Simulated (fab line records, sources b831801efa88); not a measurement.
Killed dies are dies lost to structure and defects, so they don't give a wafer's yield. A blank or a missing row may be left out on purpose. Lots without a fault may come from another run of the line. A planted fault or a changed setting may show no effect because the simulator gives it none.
Which tool did it? | flow gf180mcu | 13 lots, 39 wafers sampled, at 5 steps of a route of 602

WHAT THE GAUGES READ, wafer by wafer
GF_VT_IMPLANT_TW_MEAS_10. Usual: VT_IMPLANT_TW 574, standard deviation 3.1.
lot  | measured     | on            | VT_IMPLANT_TW | flag
L698 | day 5 16:26  | film_metro-01 | 576 576 574   |
L700 | day 6 06:59  | film_metro-04 | 577 576 578   |
L701 | day 6 12:29  | film_metro-02 | 571 574 571   |
L703 | day 7 00:26  | film_metro-01 | 578 579 570   |
L704 | day 7 08:08  | film_metro-04 | 575 575 573   |
L706 | day 7 19:10  | film_metro-01 | 575 573 574   |
L709 | day 8 14:20  | film_metro-02 | 571 568 572   |
L711 | day 9 01:02  | film_metro-02 | 576 576 578   |
L712 | day 9 08:14  | film_metro-04 | 572 576 576   |
L713 | day 9 13:29  | film_metro-01 | 572 572 574   |
L716 | day 10 06:38 | film_metro-01 | 575 577 575   |
L718 | day 10 20:32 | film_metro-04 | 578 575 578   |
L720 | day 11 11:12 | film_metro-02 | 573 570 571   |

GF_HV_LDD_CD_MEAS_31: target cd 400 nm. Usual: cd_nm 399.9 nm, standard deviation 2.2.
lot  | measured     | on        | cd_nm (nm)        | flag
L698 | day 11 16:17 | cd_sem-02 | 406.5 401.7 402.2 |
L700 | day 12 10:44 | cd_sem-01 | 397.4 400.1 398.6 |
L701 | day 12 18:28 | cd_sem-01 | 397.1 400.3 397.4 |
L703 | day 13 06:14 | cd_sem-02 | 402.1 400.6 399.9 |
L704 | day 13 17:39 | cd_sem-02 | 399.9 398.4 400.2 |
L706 | day 14 09:05 | cd_sem-01 | 404.0 401.7 403.7 |
L709 | day 15 08:04 | cd_sem-01 | 395.6 395.6 398.5 |
L711 | day 15 22:38 | cd_sem-01 | 399.2 399.1 398.7 |
L712 | day 16 09:02 | cd_sem-02 | 403.6 400.7 404.5 |
L713 | day 16 11:20 | cd_sem-02 | 399.1 399.3 401.8 |
L716 | day 17 08:35 | cd_sem-01 | 399.2 399.7 398.4 |
L718 | day 18 06:40 | cd_sem-01 | 397.8 397.5 398.8 |
L720 | day 18 21:41 | cd_sem-02 | 398.8 400.0 400.8 |

GF_HV_LDD_TW_MEAS_50. Usual: HV_LDD_4_TW 572, standard deviation 3.9.
lot  | measured     | on            | HV_LDD_4_TW             | flag
L698 | day 12 12:31 | film_metro-02 | 571 574 570             |
L700 | day 13 07:58 | film_metro-04 | 571 573 571             |
L701 | day 13 15:21 | film_metro-02 | 575 578 576             |
L703 | day 14 03:55 | film_metro-04 | 577 573 574             |
L704 | day 14 15:53 | film_metro-02 | 575 575 572             |
L706 | day 15 07:32 | film_metro-02 | 574 573 567             |
L709 | day 16 06:51 | film_metro-03 | 566 568 565             |
L711 | day 16 22:05 | film_metro-02 | 606 601 610 603 603 607 | OFF
L712 | day 17 08:41 | film_metro-03 | 601 601 603 601 603 600 | OFF
L713 | day 17 10:50 | film_metro-04 | 582 577 579             |
L716 | day 18 09:34 | film_metro-02 | 569 573 570             |
L718 | day 19 07:33 | film_metro-03 | 571 574 573             |
L720 | day 19 22:55 | film_metro-04 | 575 572 575             |

WHICH TOOL RAN EACH LOT (tool, then ch and the chambers of the sampled wafers, then the start)
lot  | GF_POLY_GATE_ETCH_12               | GF_HV_LDD_IMPLANT_48
L698 | rie_diel-01 ch 0,3, day 9 07:12    | implanter-02 ch 0, day 12 12:16
L700 | rie_diel-01 ch 1,2,3, day 9 23:00  | implanter-01 ch 0, day 13 07:41
L701 | rie_diel-02 ch 0,1,3, day 10 07:09 | implanter-03 ch 0, day 13 15:07
L703 | rie_diel-01 ch 0,2,3, day 10 18:15 | implanter-03 ch 0, day 14 03:40
L704 | rie_diel-04 ch 1,2, day 11 04:50   | implanter-03 ch 0, day 14 15:38
L706 | rie_diel-01 ch 1,2,3, day 11 17:23 | implanter-03 ch 0, day 15 07:19
L709 | rie_diel-04 ch 0,2,3, day 12 16:14 | implanter-03 ch 0, day 16 06:37
L711 | rie_diel-01 ch 2,3, day 13 04:23   | implanter-03 ch 0, day 16 21:50
L712 | rie_diel-02 ch 1,2,3, day 13 14:53 | implanter-03 ch 0, day 17 08:26
L713 | rie_diel-01 ch 1,2,3, day 13 17:31 | implanter-01 ch 0, day 17 10:35
L716 | rie_diel-04 ch 0,2, day 14 13:23   | implanter-01 ch 0, day 18 09:19
L718 | rie_diel-04 ch 0,1,2, day 15 07:32 | implanter-02 ch 0, day 19 07:19
L720 | rie_diel-02 ch 2,3, day 15 21:29   | implanter-02 ch 0, day 19 22:41
- GF_POLY_GATE_ETCH_12: etches BARC in N2/H2.
- GF_HV_LDD_IMPLANT_48

WHAT THE TOOLS THEMSELVES READ (means of the sampled wafers that have a number; where no wafer has one, the mark that the record gives instead)
GF_POLY_GATE_ETCH_12. Usual: drypump_motor_current_A 5.7 A, standard deviation 0.57; oes_product_au 0.735 a.u., standard deviation 0.0044; throttle_valve_pct 13.214 %, standard deviation 0.0094.
lot  | tool        | drypump_motor_current_A (A) | oes_product_au (a.u.) | throttle_valve_pct (%) | flag
L698 | rie_diel-01 | 6.2                         | 0.737                 | 13.209                 |
L700 | rie_diel-01 | 5.5                         | 0.737                 | 13.214                 |
L701 | rie_diel-02 | 6.0                         | 0.735                 | 13.212                 |
L703 | rie_diel-01 | 5.8                         | 0.739                 | 13.210                 |
L704 | rie_diel-04 | 5.4                         | 0.736                 | 13.210                 |
L706 | rie_diel-01 | 5.5                         | 0.741                 | 13.209                 |
L709 | rie_diel-04 | 5.2                         | 0.735                 | 13.216                 |
L711 | rie_diel-01 | 5.8                         | 0.732                 | 13.213                 |
L712 | rie_diel-02 | 5.8                         | 0.734                 | 13.209                 |
L713 | rie_diel-01 | 5.5                         | 0.739                 | 13.211                 |
L716 | rie_diel-04 | 5.7                         | 0.734                 | 13.217                 |
L718 | rie_diel-04 | 5.8                         | 0.733                 | 13.211                 |
L720 | rie_diel-02 | 5.6                         | 0.735                 | 13.215                 |

GF_HV_LDD_IMPLANT_48. Usual: beam_energy_keV 25.000, standard deviation 0.0077.
lot  | tool         | beam_energy_keV | flag
L698 | implanter-02 | 24.994          |
L700 | implanter-01 | 24.994          |
L701 | implanter-03 | 25.007          |
L703 | implanter-03 | 25.003          |
L704 | implanter-03 | 25.002          |
L706 | implanter-03 | 25.006          |
L709 | implanter-03 | 24.993          |
L711 | implanter-03 | 34.108          | OFF
L712 | implanter-03 | 34.101          | OFF
L713 | implanter-01 | 24.998          |
L716 | implanter-01 | 25.003          |
L718 | implanter-02 | 25.005          |
L720 | implanter-02 | 25.006          |

THE ANSWER, worked out from the rows above alone
Rule: a lot is off if the mean of its wafers that have a number lies more than 3 standard deviations from the usual mean. A lot without any number at a reading at which 4 lots or more have one is off too. The other lots that the step has rows for count as sound. The gauges are gone through in route order, then the tools' own readings, and for those a lot's mean is taken as printed above. The first step at which some lot is off is used, and at that step the reading that is off furthest; a lot without a number counts as furthest.
Off: L711, L712, at GF_HV_LDD_TW_MEAS_50 (HV_LDD_4_TW).
A tool fits if, at a process step before that reading, it ran every lot that is off, and no sound lot after the first of them. The gauges at GF_HV_LDD_TW_MEAS_50 aren't tried: what is off there is off at GF_HV_LDD_IMPLANT_48 too, on other tools, and a gauge's error can't cause that. One fits: implanter-03 at GF_HV_LDD_IMPLANT_48. Its last sound lot is L709 (day 16 06:37), its first lot that is off L711 (day 16 21:50): a fault that began between those two fits.
The tool's own readings at GF_HV_LDD_IMPLANT_48 bear it out: on the lots that are off they differ by more than 5 times the standard deviation of the sound lots' means. beam_energy_keV reads 34.105 there against 25.001 on the sound lots.

WHAT THE SIMULATOR HAD PUT IN
Process parameter drift: implanter-03, from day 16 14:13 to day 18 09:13, at GF_HV_LDD_IMPLANT_48. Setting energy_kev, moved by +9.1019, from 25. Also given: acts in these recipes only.
Lots struck among those shown: L711, L712. The rule above found the same.
